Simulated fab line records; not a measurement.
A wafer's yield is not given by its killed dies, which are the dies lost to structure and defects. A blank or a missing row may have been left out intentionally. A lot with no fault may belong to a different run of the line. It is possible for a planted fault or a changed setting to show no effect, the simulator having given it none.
A lot that was struck, set against a sound lot    flow sky130    15 out of 708 route steps
Sound: these wafers, L401.1, L401.2, L401.5. Struck: wafers L412.1, L412.6 (left out: L412.4, a lot-mate that was not struck); the cause follows at the end.
Order at every step that has rows: each side's tool, ch and its chambers, its first start. Under that, the readings that differ: sound wafers    struck wafers    difference of the means    sigmas: that difference in standard deviations of wafers without a fault.
alike: readings whose means differ by less than 2 such deviations, and words and numbers that are the same on both sides. not compared: withheld readings, readings that some wafer has no value for, bounds like >300 that may hide the same value, and numbers for which the record gives no deviation and whose values overlap.
The two part at a step that has a row with sigmas, a row that says differs or no value, or rows on one side only. Numbers that have no deviation but don't overlap get no sigmas and don't part them. A reading missing from all wafers of one side parts the sides only when that side holds two or more wafers.

first, 1 step without rows for these wafers: SKY_FIELD_ISO_CVD_03 (deposits Si3N4 from DCS/NH3, target thk 165 nm, time 2830 s).
SKY_FIELD_ISO_THK_MEAS_04:
  sound on film-metro-04 at day 1 16:26; struck on film-metro-02 at day 3 21:48
  alike: FIELD_ISO_CVD_03_THK
then, 8 steps without rows for these wafers: SKY_FIELD_ISO_DEHYDRATE_05 (time 60 s); SKY_FIELD_ISO_HMDS_06 (prime time 60 s); SKY_FIELD_ISO_COAT_07 (resist thk 60 nm); SKY_FIELD_ISO_COAT_08 (resist thk 450 nm); SKY_FIELD_ISO_SOFTBAKE_09 (time 90 s); SKY_FIELD_ISO_EXPOSE_10 (exposes mask FOM, target cd 150 nm); SKY_FIELD_ISO_PEB_11; SKY_FIELD_ISO_DEVELOP_12 (develop time 60 s).
SKY_FIELD_ISO_CD_MEAS_13 targets a cd of 150 nm.
  sound on cd-sem-02 at day 2 06:17; struck on cd-sem-01 at day 4 14:17
  alike: cd-nm
SKY_FIELD_ISO_ETCH_14: etches BARC in N2/H2, stops on SiO2, time 45.9 s, target depth 60 nm.
  sound on rie-diel-01 ch 0,2, day 2 06:25; struck on rie-diel-01 ch 1,3, day 4 14:24
  alike: drypump-motor-current-A, oes-product-au, run-length-s, throttle-valve-pct
  not compared: rf-hours-counter-h
SKY_FIELD_ISO_ETCH_15: etches the open film in CHF3/O2, stops on Si, target depth 180 nm, time 72 s.
  sound on rie-diel-01 ch 0,2, day 2 06:27; struck on rie-diel-01 ch 1,3, day 4 14:27
reading                                           sound              struck       difference  sigmas
oes-product-au (a.u.)                             0.947 0.943 0.942  0.993 1.007  +0.056      +9
run-length-s (s)                                  100.1 100.3 99.8   93.2 93.6    -6.7        -18
throttle-valve-pct (%)                            8.829 8.848 8.838  8.870 8.872  +0.033      +3
model.KrF-thick_of_FIELD_ISO_COAT_08.thk-nm (nm)  233.9 237.3 231.3  248 248.9    +14         
  alike: drypump-motor-current-A
  not compared: rf-hours-counter-h
SKY_FIELD_ISO_STRIP_16: strips in O2/N2.
  sound on plasma-asher-03 ch 0,1, day 2 06:31; struck on plasma-asher-02 ch 0,1, day 4 14:30
reading                       sound              struck       difference  sigmas
strip-time-to-endpoint-s (s)  3.529 3.541 3.491  3.678 3.670  +0.154      +5
  alike: drypump-motor-current-A, oes-product-au
  not compared: rf-hours-counter-h
SKY_FIELD_ISO_ETCH_17: etches Si in HBr/Cl2/O2, target depth 342 nm, time 97.7 s.
  sound on rie-si-02 ch 0,2, day 2 06:37; struck on rie-si-02 ch 0,3, day 4 14:36
  alike: drypump-motor-current-A, oes-product-au, run-length-s, throttle-valve-pct
  not compared: rf-hours-counter-h

## WHERE THEY PART
Earliest at SKY_FIELD_ISO_ETCH_15; latest, in this record, at SKY_FIELD_ISO_STRIP_16. Later steps at which nothing parts them and some readings are alike: SKY_FIELD_ISO_ETCH_17.

WHY: the cause the simulator had injected
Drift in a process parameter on rie-diel-01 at SKY_FIELD_ISO_ETCH_15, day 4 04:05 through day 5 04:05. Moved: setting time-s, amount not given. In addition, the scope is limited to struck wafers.
